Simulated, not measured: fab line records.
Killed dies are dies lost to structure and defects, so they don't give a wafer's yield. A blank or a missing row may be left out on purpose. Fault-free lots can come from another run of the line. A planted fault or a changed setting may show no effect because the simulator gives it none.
A struck lot beside a sound one    flow sky130    43 out of 708 route steps
Sound: the wafers L892.2, L892.4, L892.5. Struck: wafer L910.6 (L910.1, L910.4, from the same lot, were not struck and are left out); the cause is given at the end.
Each step with rows lists, per side, the tool, then ch with its chambers, then its first start. Under that, the readings that differ: sound wafers    struck wafers    difference of the means    sigmas: that difference in standard deviations of wafers without a fault.
alike: readings whose means differ by less than 2 such deviations, and words and numbers that are the same on both sides. not compared: withheld readings, readings that some wafer has no value for, bounds like >300 that may hide the same value, and numbers for which the record gives no deviation and whose values overlap.
Wherever a step has rows on one side only, a row that says differs or no value, or a row with sigmas, the two part there. Numbers that don't overlap but have no deviation are shown without sigmas and don't part them. Lack of a reading on every wafer of one side parts them only where that side has two or more wafers.

SKY_VIA2_CD_MEAS_12 targets a cd of 200 nm.
  sound: cdSem-02 at day 37 07:20; struck: cdSem-01 at day 43 00:40
reading    sound              struck  difference  sigmas
cdNm (nm)  200.4 201.0 202.1  197.9   -3.3        -2
SKY_VIA2_OVL_MEAS_13:
  sound: overlay-01 at day 37 07:26; struck: overlay-01 at day 43 00:47
  alike: VIA2_OVL
then, 2 steps without rows for these wafers: SKY_VIA2_ETCH_14 (etches BARC in N2/H2, stops on SiO2, time 45.9 s, target depth 60 nm); SKY_VIA2_ETCH_15 (etches SiO2 in C4F8/O2/Ar, stops on TiN, target depth 546 nm, time 84 s).
SKY_VIA2_STRIP_16: strips in O2/N2.
  sound on plasmaAsher-01 ch 0,1, day 37 07:34; struck on plasmaAsher-03 ch 1, day 43 00:55
reading                   sound        struck  difference  sigmas
drypumpMotorCurrentA (A)  5.7 4.9 4.9  6.2     +1.0        +2
  alike: oesProductAu, stripTimeToEndpointS
  not compared: rfHoursCounterH
then, 4 steps without rows for these wafers: SKY_VIA2_STRIP_17 (strips in post etch residue remover, time 1200 s); SKY_VIA2_CLEAN_18 (cleans in IPA, time 180 s); SKY_VIA2_CLEAN_19 (cleans in O3/DIW); SKY_VIA2_SPUTTER_20 (material TiN, target thk 20 nm, time 80 s).
SKY_VIA2_CVD_21: deposits W, target thk 420 nm, time 126.4 s.
  sound on cvdW-02 ch 1, day 37 08:14; struck on cvdW-01 ch 0, day 43 01:35
  alike: heaterPowerW
SKY_VIA2_RS_MEAS_22: measurement is done with a four-point probe.
  sound: filmMetro-01 at day 37 08:23; struck: filmMetro-01 at day 43 01:43
reading             sound              struck  difference  sigmas
VIA2_W_RS (ohm/sq)  0.262 0.263 0.265  0.272   +0.009      +3
SKY_VIA2_THK_MEAS_23: measures by xrf.
  sound: filmMetro-01 at day 37 08:29; struck: filmMetro-01 at day 43 01:50
  alike: VIA2_W_THK
SKY_VIA2_CMP_24: polishes, stops on SiO2, t overpolish 20 s, target thk 0 nm.
  sound on cmp-01 ch 0,1,3, day 37 08:38; struck on cmp-02 ch 0, day 43 01:54
  alike: motorCurrentA, overpolishRunS, timeToEndpointS
SKY_METAL3_SPUTTER_00: material Ti, target thk 15 nm, time 10 s.
  sound: pvdSputter-03 at day 37 08:50; struck: pvdSputter-01 at day 43 02:12
  alike: throttleValvePct
then, 4 steps without rows for these wafers: SKY_METAL3_SPUTTER_01 (material TiN, target thk 20 nm, time 16.7 s); SKY_METAL3_SPUTTER_02 (material AlCu, target thk 735 nm, time 39.1 s); SKY_METAL3_SPUTTER_03 (material Ti, target thk 5 nm, time 3.3 s); SKY_METAL3_SPUTTER_04 (material TiN, target thk 70 nm, time 58.3 s).
SKY_CAPM_CVD_00: deposits SiO2, target thk 15.5 nm.
  sound on pecvd-03 ch 0,1, day 37 09:00; struck on pecvd-03 ch 2, day 43 02:21
  alike: heaterPowerW
SKY_CAPM_THK_MEAS_01:
  sound: filmMetro-04 at day 37 09:02; struck: filmMetro-04 at day 43 02:23
  alike: CAPM_CVD_00_THK
SKY_CAPM_SPUTTER_02: material TiN, target thk 200 nm, time 166.7 s.
  sound: pvdSputter-04 at day 37 09:05; struck: pvdSputter-02 at day 43 02:26
  alike: throttleValvePct
SKY_CAPM_RS_MEAS_03: measurement is done with a four-point probe.
  sound: filmMetro-01 at day 37 09:13; struck: filmMetro-02 at day 43 02:33
  alike: CAPM_TIN_RS
SKY_CAPM_THK_MEAS_04: measures by xrf.
  sound: filmMetro-01 at day 37 09:19; struck: filmMetro-02 at day 43 02:40
  alike: CAPM_TIN_THK
then, 7 steps without rows for these wafers: SKY_CAPM_DEHYDRATE_05 (time 60 s); SKY_CAPM_HMDS_06 (prime time 60 s); SKY_CAPM_COAT_07 (resist thk 1140 nm); SKY_CAPM_SOFTBAKE_08 (time 60 s); SKY_CAPM_EXPOSE_09 (exposes mask CAPM, target cd 1000 nm); SKY_CAPM_PEB_10; SKY_CAPM_DEVELOP_11 (develop time 60 s).
SKY_CAPM_OVL_MEAS_12:
  sound: overlay-01 at day 38 11:22; struck: overlay-02 at day 44 01:18
  alike: CAPM_OVL
then, 11 steps without rows for these wafers: SKY_CAPM_METAL_ETCH_13 (etches TiN in Cl2/BCl3, stops on SiO2, target depth 220 nm, time 62.9 s); SKY_CAPM_STRIP_14 (strips in O2/N2); SKY_CAPM_STRIP_15 (strips in post etch residue remover, time 1200 s); SKY_CAPM_CLEAN_16 (cleans in IPA, time 180 s); SKY_CAPM_CLEAN_17 (cleans in O3/DIW); SKY_METAL3_DEHYDRATE_05 (time 60 s); SKY_METAL3_HMDS_06 (prime time 60 s); SKY_METAL3_COAT_07 (resist thk 60 nm); SKY_METAL3_COAT_08 (resist thk 1140 nm); SKY_METAL3_SOFTBAKE_09 (time 90 s); SKY_METAL3_EXPOSE_10 (exposes mask MM3, target cd 300 nm).
-- the record jumps here: 7 days lie between the struck wafers' starts before and after (it left off in module METAL3 and takes up again in module PAD_OPEN, whose first step shown is number 708 of the route) --
SKY_PAD_OPEN_PROBE_99:
  sound: prober-01 at day 46 16:57; struck: prober-01 at day 51 01:49
reading                                sound                struck                   difference                    sigmas
hold                                   - - -                awaitDispo/0.8h/release  no value on the sound wafers  
defectLimitedYield (%)                 82.1 87.4 82.7       57.5                     -26.6                         -15
killed_at_M0_to_M3                     50 28 45             162                      +121                          +20
killedDies                             88 62 85             209                      +131                          +15
killedOnRim                            14 10 16             39                       +26                           +7
sort_bin_3_pad_short (%)               1.4 0.4 0.2          3.3                      +2.6                          +6
sort_bin_5_function (%)                8.9 8.5 11.4         25.0                     +15.4                         +11
sort_bin_6_memory (%)                  7.5 3.7 5.7          14.2                     +8.6                          +8
sortNPass                              404 430 407          283                      -131                          -15
sortYieldPct (%)                       82.1 87.4 82.7       57.5                     -26.6                         -15
model.etest.tester.sortNPass           404 430 407          283                      -131                          
model.etest.tester.sortYieldPct (%)    82.11 87.4 82.72     57.52                    -26.56                        
model.etest.tester.sort_bin_5_pct (%)  8.943 8.537 11.38    25                       +15                           
model.etest.tester.sort_bin_6_pct (%)  7.52 3.659 5.691     14.23                    +8.61                         
model.etest.tester.sort_bin_3_pct (%)  1.423 0.4065 0.2033  3.252                    +2.574                        
  alike: killed_at_M4_up, killedAtContacts, killedAtFrontEnd, killedAtOther, killedOpen, killedShort

WHERE THEY PART
At SKY_VIA2_CD_MEAS_12 first; at SKY_PAD_OPEN_PROBE_99 last (within this record only).

WHY: what the simulator had put in
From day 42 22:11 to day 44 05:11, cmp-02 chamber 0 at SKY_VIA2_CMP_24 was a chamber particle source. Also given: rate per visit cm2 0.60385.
